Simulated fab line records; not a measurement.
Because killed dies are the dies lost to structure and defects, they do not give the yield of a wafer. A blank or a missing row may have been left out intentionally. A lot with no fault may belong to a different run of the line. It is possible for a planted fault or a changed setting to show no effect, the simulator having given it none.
The tool behind it: which one? | flow gf180mcu | 11 lots with 33 wafers sampled at 3 steps, on a route of 602 steps

== WHAT EACH GAUGE READ, for each wafer ==
GF_MIM_THK_MEAS_06. Usual: MIM_CVD_05_THK typically reads 42.2 nm, with standard deviation 0.54.
lot  | measured     | on           | MIM_CVD_05_THK (nm) | flag
L899 | day 25 09:02 | filmMetro-02 | 42.2 42.5 42.5      | 
L900 | day 25 13:04 | filmMetro-03 | 42.4 43.3 42.9      | 
L902 | day 26 02:10 | filmMetro-04 | 42.1 43.7 43.1      | 
L903 | day 26 09:01 | filmMetro-02 | 40.8 42.0 41.6      | 
L904 | day 26 21:01 | filmMetro-02 | 42.4 42.1 43.1      | 
L907 | day 27 16:22 | filmMetro-04 | 41.8 43.2 43.2      | 
L912 | day 29 07:43 | filmMetro-02 | 41.6 42.4 42.8      | 
L914 | day 29 21:22 | filmMetro-02 | 41.8 41.6 41.9      | 
L915 | day 30 00:17 | filmMetro-04 | 41.0 42.0 41.8      | 
L919 | day 31 00:54 | filmMetro-04 | 41.6 42.1 42.4      | 
L920 | day 31 08:28 | filmMetro-02 | 42.2 41.8 42.9      | 

== EACH LOT AND THE TOOL THAT RAN IT (in order: tool; ch and the chambers of the sampled wafers; start) ==
lot  | GF_MIM_SPUTTER_02           | GF_MIM_SPUTTER_03
L899 | pvdSputter-04, day 25 08:55 | pvdSputter-04, day 25 08:57
L900 | pvdSputter-03, day 25 12:56 | pvdSputter-03, day 25 12:58
L902 | pvdSputter-01, day 26 02:01 | pvdSputter-01, day 26 02:03
L903 | pvdSputter-03, day 26 08:53 | pvdSputter-03, day 26 08:55
L904 | pvdSputter-04, day 26 20:54 | pvdSputter-04, day 26 20:55
L907 | pvdSputter-04, day 27 16:14 | pvdSputter-04, day 27 16:16
L912 | pvdSputter-01, day 29 07:35 | pvdSputter-01, day 29 07:37
L914 | pvdSputter-01, day 29 21:14 | pvdSputter-01, day 29 21:16
L915 | pvdSputter-03, day 30 00:10 | pvdSputter-03, day 30 00:11
L919 | pvdSputter-04, day 31 00:46 | pvdSputter-04, day 31 00:48
L920 | pvdSputter-01, day 31 08:20 | pvdSputter-01, day 31 08:22
- GF_MIM_SPUTTER_02: material AlCu, target thk 450 nm, time 23.9 s.
- GF_MIM_SPUTTER_03: material Ti, target thk 10 nm, time 6.7 s.

== WHAT THE TOOLS THEMSELVES READ (means of the sampled wafers that have a number; where no wafer has one, the mark that the record gives instead) ==
GF_MIM_SPUTTER_02. Usual: throttleValvePct reads 30.1 % (standard deviation 0.96).
lot  | tool          | throttleValvePct (%) | flag
L899 | pvdSputter-04 | 29.7                 | 
L900 | pvdSputter-03 | 29.9                 | 
L902 | pvdSputter-01 | 30.4                 | 
L903 | pvdSputter-03 | 29.9                 | 
L904 | pvdSputter-04 | 30.8                 | 
L907 | pvdSputter-04 | 29.9                 | 
L912 | pvdSputter-01 | 29.9                 | 
L914 | pvdSputter-01 | 30.5                 | 
L915 | pvdSputter-03 | 29.8                 | 
L919 | pvdSputter-04 | 30.8                 | 
L920 | pvdSputter-01 | 30.1                 | 

GF_MIM_SPUTTER_03. Usual: throttleValvePct reads 30.1 % (standard deviation 1).
lot  | tool          | throttleValvePct (%) | flag
L899 | pvdSputter-04 | 29.8                 | 
L900 | pvdSputter-03 | 29.9                 | 
L902 | pvdSputter-01 | 30.5                 | 
L903 | pvdSputter-03 | 29.9                 | 
L904 | pvdSputter-04 | 30.8                 | 
L907 | pvdSputter-04 | 29.9                 | 
L912 | pvdSputter-01 | 30.2                 | 
L914 | pvdSputter-01 | 30.3                 | 
L915 | pvdSputter-03 | 29.8                 | 
L919 | pvdSputter-04 | 30.7                 | 
L920 | pvdSputter-01 | 30.0                 | 

== THE ANSWER, worked out from the rows above alone ==
Rule: a lot is off if the mean of its wafers that have a number lies more than 3 standard deviations from the usual mean. A lot without any number at a reading at which 4 lots or more have one is off too. All remaining lots with rows at the step are treated as sound. The gauges are gone through in route order, then the tools' own readings, and for those a lot's mean is taken as printed above. At the first step where some lot is off, the reading lying furthest off is the one used; lots without a number count as furthest.
Nothing can be told from this: no lot is off at any reading shown.

== WHAT WAS PUT IN BY THE SIMULATOR ==
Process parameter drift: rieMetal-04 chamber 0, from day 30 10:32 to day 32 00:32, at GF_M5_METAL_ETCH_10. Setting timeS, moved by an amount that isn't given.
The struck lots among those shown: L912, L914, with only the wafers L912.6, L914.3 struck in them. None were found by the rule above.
